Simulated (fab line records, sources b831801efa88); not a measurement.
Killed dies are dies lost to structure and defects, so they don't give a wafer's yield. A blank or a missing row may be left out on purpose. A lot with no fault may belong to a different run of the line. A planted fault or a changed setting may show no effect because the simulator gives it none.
Split-lot experiment / flow sfq line / route with 325 steps; 5 lots, 23 wafers read

SPLIT DETAILS
At SFQ_TRILAYER_I6_CMP_CMP_166 (polishes SiO2), the setting leave above ref nm was moved away from the recipe's 200 nm on 7 of the 23 wafers read, by -2.6% to +3.9%. For the rest of the wafers, this setting stayed at what the recipe calls for.

Split to reading: the file shows no intervening step.

THE READING
thk nm, in nm, at SFQ_TRILAYER_I6_METRO_MEASURE_167. A value of 199.9 nm with a standard deviation of 0.91 nm is what fault-free wafers of this fab line usually give.

wafer=L077.1; tool, chamber at the split=cmp-02, 2; leave above ref nm as run, nm=200; against the recipe=recipe; thk nm, nm=201.9; against lot-mates on the recipe=-
wafer=L077.2; tool, chamber at the split=cmp-02, 1; leave above ref nm as run, nm=205.3; against the recipe=+2.6%; thk nm, nm=206.9; against lot-mates on the recipe=+5.7
wafer=L077.3; tool, chamber at the split=cmp-02, 3; leave above ref nm as run, nm=200; against the recipe=recipe; thk nm, nm=199.9; against lot-mates on the recipe=-
wafer=L077.4; tool, chamber at the split=cmp-02, 0; leave above ref nm as run, nm=205.3; against the recipe=+2.6%; thk nm, nm=207.4; against lot-mates on the recipe=+6.2
wafer=L077.5; tool, chamber at the split=cmp-02, 2; leave above ref nm as run, nm=200; against the recipe=recipe; thk nm, nm=201.9; against lot-mates on the recipe=-
wafer=L079.1; tool, chamber at the split=cmp-01, 2; leave above ref nm as run, nm=200; against the recipe=recipe; thk nm, nm=199.4; against lot-mates on the recipe=-
wafer=L079.2; tool, chamber at the split=cmp-01, 3; leave above ref nm as run, nm=200; against the recipe=recipe; thk nm, nm=199.4; against lot-mates on the recipe=-
wafer=L079.3; tool, chamber at the split=cmp-01, 1; leave above ref nm as run, nm=200; against the recipe=recipe; thk nm, nm=198.9; against lot-mates on the recipe=-
wafer=L079.5; tool, chamber at the split=cmp-01, 0; leave above ref nm as run, nm=200; against the recipe=recipe; thk nm, nm=198.9; against lot-mates on the recipe=-
wafer=L079.6; tool, chamber at the split=cmp-01, 1; leave above ref nm as run, nm=200; against the recipe=recipe; thk nm, nm=198.3; against lot-mates on the recipe=-
wafer=L080.1; tool, chamber at the split=cmp-01, 1; leave above ref nm as run, nm=200; against the recipe=recipe; thk nm, nm=198.4; against lot-mates on the recipe=-
wafer=L080.2; tool, chamber at the split=cmp-01, 2; leave above ref nm as run, nm=194.8; against the recipe=-2.6%; thk nm, nm=194.5; against lot-mates on the recipe=-5.1
wafer=L080.3; tool, chamber at the split=cmp-01, 0; leave above ref nm as run, nm=200; against the recipe=recipe; thk nm, nm=200.8; against lot-mates on the recipe=-
wafer=L080.4; tool, chamber at the split=cmp-01, 3; leave above ref nm as run, nm=194.8; against the recipe=-2.6%; thk nm, nm=194.7; against lot-mates on the recipe=-4.9
wafer=L080.6; tool, chamber at the split=cmp-01, 0; leave above ref nm as run, nm=194.8; against the recipe=-2.6%; thk nm, nm=195.3; against lot-mates on the recipe=-4.3
wafer=L081.2; tool, chamber at the split=cmp-01, 0; leave above ref nm as run, nm=207.8; against the recipe=+3.9%; thk nm, nm=208.7; against lot-mates on the recipe=+8.7
wafer=L081.3; tool, chamber at the split=cmp-01, 3; leave above ref nm as run, nm=200; against the recipe=recipe; thk nm, nm=199.2; against lot-mates on the recipe=-
wafer=L081.4; tool, chamber at the split=cmp-01, 1; leave above ref nm as run, nm=200; against the recipe=recipe; thk nm, nm=199.9; against lot-mates on the recipe=-
wafer=L081.5; tool, chamber at the split=cmp-01, 0; leave above ref nm as run, nm=200; against the recipe=recipe; thk nm, nm=200.8; against lot-mates on the recipe=-
wafer=L081.6; tool, chamber at the split=cmp-01, 1; leave above ref nm as run, nm=207.8; against the recipe=+3.9%; thk nm, nm=206.4; against lot-mates on the recipe=+6.4
wafer=L083.2; tool, chamber at the split=cmp-02, 1; leave above ref nm as run, nm=200; against the recipe=recipe; thk nm, nm=200.6; against lot-mates on the recipe=-
wafer=L083.4; tool, chamber at the split=cmp-02, 0; leave above ref nm as run, nm=200; against the recipe=recipe; thk nm, nm=200.3; against lot-mates on the recipe=-
wafer=L083.5; tool, chamber at the split=cmp-02, 1; leave above ref nm as run, nm=200; against the recipe=recipe; thk nm, nm=199.5; against lot-mates on the recipe=-

THE FIT
A straight line over all 23 wafers: thk nm changes by +2.11 nm for each +1% of leave above ref nm; r = +0.95; the points scatter about the line by 1.1 nm.
The same after taking each lot's own level away (the mean of its wafers on the recipe; 23 wafers): +1.96 nm for each +1%; r = +0.98; scatter 0.77 nm.
On that fit, the largest move of leave above ref nm shifts the reading by 7.7 nm.
Across the lots, their own levels run from 198.98 to 201.23 nm, a range of 2.5 times the standard deviation given above.
So the lot-to-lot level changes the slope little: the two slopes agree.
Check: +7.43 nm against its lot-mates is what the line predicts for one of the wafers moved furthest among these (+3.9%) when that wafer is left out of the fit. Against them it came out at +8.73 nm.

FURTHER SPLITS ON THESE WAFERS
Note: prior to the reading, these wafers also went through further splits. Each is held against what the fit with the lots' levels taken away leaves over:
other split on the same wafers=SFQ_TRILAYER_M6_LITHO_COAT_164 spin rpm; wafers away from the commonest value=7; r with thk nm (lot level and that fit taken away)=-0.06
other split on the same wafers=SFQ_TRILAYER_M6_ETCH_METAL_ETCH_162 icp w; wafers away from the commonest value=7; r with thk nm (lot level and that fit taken away)=-0.18

THE WHOLE CHAIN: every reading that the file lists as answering this split, in the file's order
step=SFQ_TRILAYER_I6_CMP_CMP_166; what it does=polishes SiO2; reading=SiO2_of_TRILAYER_I6_DEP_PECVD_165.thk nm (the simulator's own value, which no gauge read); change (the file's fit)=+2 nm for each +1% of the setting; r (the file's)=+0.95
step=SFQ_TRILAYER_I6_METRO_MEASURE_167; what it does=; reading=thk nm; change (the file's fit)=+1.99 nm for each +1% of the setting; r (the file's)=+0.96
step=SFQ_TRILAYER_I6_VIA_ETCH_VIA_ETCH_172; what it does=etches SiO2 in CHF3, stops on Nb, target depth 260 nm; reading=I6.feature depth nm (the simulator's own value, which no gauge read); change (the file's fit)=+2 nm for each +1% of the setting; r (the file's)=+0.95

FILE'S OWN FIT
thk nm changes by +1.99 nm for each +1% of leave above ref nm, r = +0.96.
